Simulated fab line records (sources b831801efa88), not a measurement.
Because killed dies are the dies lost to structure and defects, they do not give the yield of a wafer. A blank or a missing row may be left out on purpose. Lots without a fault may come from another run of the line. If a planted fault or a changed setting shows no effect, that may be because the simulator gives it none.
The tool behind it: which one?	flow sky130	10 lots with 30 wafers sampled at 6 steps, on a route of 708 steps

== WHAT EACH GAUGE READ, for each wafer ==
SKY_PWDE_TW_MEAS_10.
lot	measured	on	PWDE_TW
L937	day 3 16:15	film_metro-04	370 373 373
L938	day 4 06:23	film_metro-01	382 382 380
L939	day 4 19:16	film_metro-01	383 381 381
L940	day 4 21:59	film_metro-04	372 374 374
L948	day 6 18:30	film_metro-01	409 411 409 411 410 409
L950	day 7 00:13	film_metro-04	395 395 395
L951	day 7 06:07	film_metro-04	370 373 374
L955	day 8 00:52	film_metro-04	375 374 375
L958	day 8 19:22	film_metro-02	377 375 377
L960	day 9 13:17	film_metro-04	374 373 373

SKY_NWELL_RS_MEAS_31: a four-point-probe measurement.
lot	measured	on	PWDE_RS (ohm/sq)
L937	day 5 00:46	film_metro-02	5264 5268 5276
L938	day 5 17:48	film_metro-04	5300 5290 5303
L939	day 6 06:28	film_metro-02	5295 5282 5287
L940	day 6 10:37	film_metro-04	5249 5258 5273
L948	day 8 10:27	film_metro-02	4491 4508 4511 4483 4513 4517
L950	day 8 16:31	film_metro-01	4521 4533 4523 4526 4533 4528
L951	day 8 23:30	film_metro-02	5256 5286 5262
L955	day 9 19:29	film_metro-01	5266 5248 5248
L958	day 10 15:04	film_metro-02	5300 5327 5298
L960	day 11 10:51	film_metro-02	5302 5317 5286

SKY_METAL2_RS_MEAS_05: a four-point-probe measurement.
lot	measured	on	METAL2_ALCU_RS (ohm/sq)
L937	day 33 09:26	film_metro-01	0.1265 0.1275 0.1258
L938	day 34 09:26	film_metro-03	0.1265 0.1278 0.1270
L939	day 35 04:58	film_metro-03	0.1285 0.1293 0.1297
L940	day 35 12:47	film_metro-04	0.1277 0.1266 0.1277
L948	day 39 03:31	film_metro-03	0.1259 0.1272 0.1265
L950	day 39 01:21	film_metro-01	0.1262 0.1264 0.1263
L951	day 39 05:25	film_metro-01	0.1284 0.1288 0.1273
L955	day 39 12:11	film_metro-01	0.1270 0.1281 0.1266
L958	day 40 11:09	film_metro-04	0.1239 0.1244 0.1244
L960	day 41 07:08	film_metro-04	0.1256 0.1261 0.1266

== TOOL THAT RAN EACH LOT (tool first, then ch and the chambers of the sampled wafers, then the start) ==
lot	SKY_PWDE_IMPLANT_08	SKY_VT_ADJUST_LVTN_STRIP_09	SKY_SONOS_ONO_STRIP_17
L937	implanter-04 ch 0, day 3 16:00	plasma_asher-03 ch 0,1, day 6 13:02	plasma_asher-01 ch 0,1, day 12 05:33
L938	implanter-02 ch 0, day 4 06:08	plasma_asher-01 ch 0,1, day 7 06:53	plasma_asher-04 ch 0,1, day 13 00:59
L939	implanter-03 ch 0, day 4 19:02	plasma_asher-04 ch 0,1, day 7 21:49	plasma_asher-01 ch 0,1, day 13 22:35
L940	implanter-03 ch 0, day 4 21:44	plasma_asher-03 ch 0,1, day 8 01:46	plasma_asher-04 ch 0,1, day 14 01:20
L948	implanter-03 ch 0, day 6 18:15	plasma_asher-03 ch 0,1, day 10 05:10	plasma_asher-04 ch 0,1, day 17 00:12
L950	implanter-03 ch 0, day 6 23:58	plasma_asher-01 ch 0,1, day 10 11:59	plasma_asher-03 ch 0,1, day 17 06:36
L951	implanter-04 ch 0, day 7 05:49	plasma_asher-03 ch 0,1, day 10 19:46	plasma_asher-03 ch 0,1, day 17 13:47
L955	implanter-04 ch 0, day 8 00:38	plasma_asher-04 ch 0,1, day 11 17:24	plasma_asher-01 ch 0,1, day 18 15:17
L958	implanter-02 ch 0, day 8 19:08	plasma_asher-01 ch 0,1, day 12 14:55	plasma_asher-03 ch 0,1, day 19 20:56
L960	implanter-04 ch 0, day 9 13:03	plasma_asher-03 ch 0,1, day 13 13:25	plasma_asher-03 ch 0,1, day 20 20:48
- SKY_PWDE_IMPLANT_08
- SKY_VT_ADJUST_LVTN_STRIP_09: strips in O2/N2.
- SKY_SONOS_ONO_STRIP_17: strips in O2/N2.

== WHAT THE TOOLS THEMSELVES READ (means of the sampled wafers that have a number; where no wafer has one, the mark that the record gives instead) ==
SKY_PWDE_IMPLANT_08.
lot	tool	dose_ions_cm2	faraday_current_uA
L937	implanter-04	3.6e+12	20.4
L938	implanter-02	3.6e+12	20.2
L939	implanter-03	3.6e+12	20.4
L940	implanter-03	3.6e+12	20.5
L948	implanter-03	4.4e+12	24.5
L950	implanter-03	4.4e+12	24.9
L951	implanter-04	3.6e+12	19.7
L955	implanter-04	3.6e+12	19.8
L958	implanter-02	3.6e+12	20.2
L960	implanter-04	3.6e+12	20.2

SKY_VT_ADJUST_LVTN_STRIP_09.
lot	tool	drypump_motor_current_A (A)	n2_flow_sccm (sccm)	oes_product_au (a.u.)	strip_time_to_endpoint_s (s)
L937	plasma_asher-03	5.7	299.2	0.722	37.04
L938	plasma_asher-01	5.2	300.2	0.722	36.90
L939	plasma_asher-04	6.1	300.7	0.718	36.85
L940	plasma_asher-03	5.7	301.1	0.721	36.80
L948	plasma_asher-03	5.7	300.4	0.725	36.90
L950	plasma_asher-01	5.2	300.0	0.722	36.85
L951	plasma_asher-03	5.7	299.2	0.718	36.89
L955	plasma_asher-04	6.1	300.6	0.722	36.84
L958	plasma_asher-01	5.3	298.9	0.717	36.86
L960	plasma_asher-03	5.5	299.7	0.721	37.04

SKY_SONOS_ONO_STRIP_17.
lot	tool	drypump_motor_current_A (A)	n2_flow_sccm (sccm)	oes_product_au (a.u.)	strip_time_to_endpoint_s (s)
L937	plasma_asher-01	5.5	299.7	0.711	14.19
L938	plasma_asher-04	6.2	299.5	0.713	14.24
L939	plasma_asher-01	5.2	300.8	0.708	14.14
L940	plasma_asher-04	6.1	300.0	0.706	14.25
L948	plasma_asher-04	6.2	300.0	0.707	14.10
L950	plasma_asher-03	5.7	301.0	0.709	14.24
L951	plasma_asher-03	5.5	300.2	0.710	14.15
L955	plasma_asher-01	5.2	300.9	0.710	14.16
L958	plasma_asher-03	5.7	299.0	0.707	14.16
L960	plasma_asher-03	5.5	300.5	0.711	14.13

== THE ANSWER, worked out from the rows above alone ==
Rule: the lots themselves supply what counts as usual. Put in order of their means at a reading, lots are off if they are a third of the lots or fewer, leave a main group of 4 or more, and stand apart from it by a gap of 3 or more times the standard deviation of the main group's means; of several such gaps the widest counts. A main group is skipped when, at the precision printed for the reading in the tables above, its means are all equal. Also off: a lot with no number at a reading for which 4 or more lots have one. All remaining lots with rows at the step are treated as sound. After the gauges, taken in route order, come the tools' own readings; for these a lot's mean is taken, as printed above. At the first step where some lot is off, the reading lying furthest off is the one used; lots without a number count as furthest.
Off: at SKY_PWDE_TW_MEAS_10 (PWDE_TW), L948, L950. Mean 376 and standard deviation 3.6 in the main group.
If a tool, at a process step before that reading, ran all the lots that are off and no sound lot after the first of them, it fits. The gauges at SKY_PWDE_TW_MEAS_10 aren't tried: what is off there is off at SKY_PWDE_IMPLANT_08 too, on other tools, and a gauge's error can't cause that. One candidate fits, namely implanter-03 at SKY_PWDE_IMPLANT_08. A fault onset in the window from L940 (day 4 21:44, its last sound lot) to L948 (day 6 18:15, its first lot off) fits.
The tool's own readings at SKY_PWDE_IMPLANT_08 bear it out: on the lots that are off they differ by more than 5 times the standard deviation of the sound lots' means. dose_ions_cm2 reads 4.4e+12 there against 3.6e+12 on the sound lots; faraday_current_uA reads 24.7 there against 20.2 on the sound lots.

== WHAT WAS PUT IN BY THE SIMULATOR ==
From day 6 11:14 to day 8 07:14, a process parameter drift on implanter-03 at SKY_PWDE_IMPLANT_08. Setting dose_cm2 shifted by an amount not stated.
Shown lots that were struck: L948, L950. The rule above found the same.
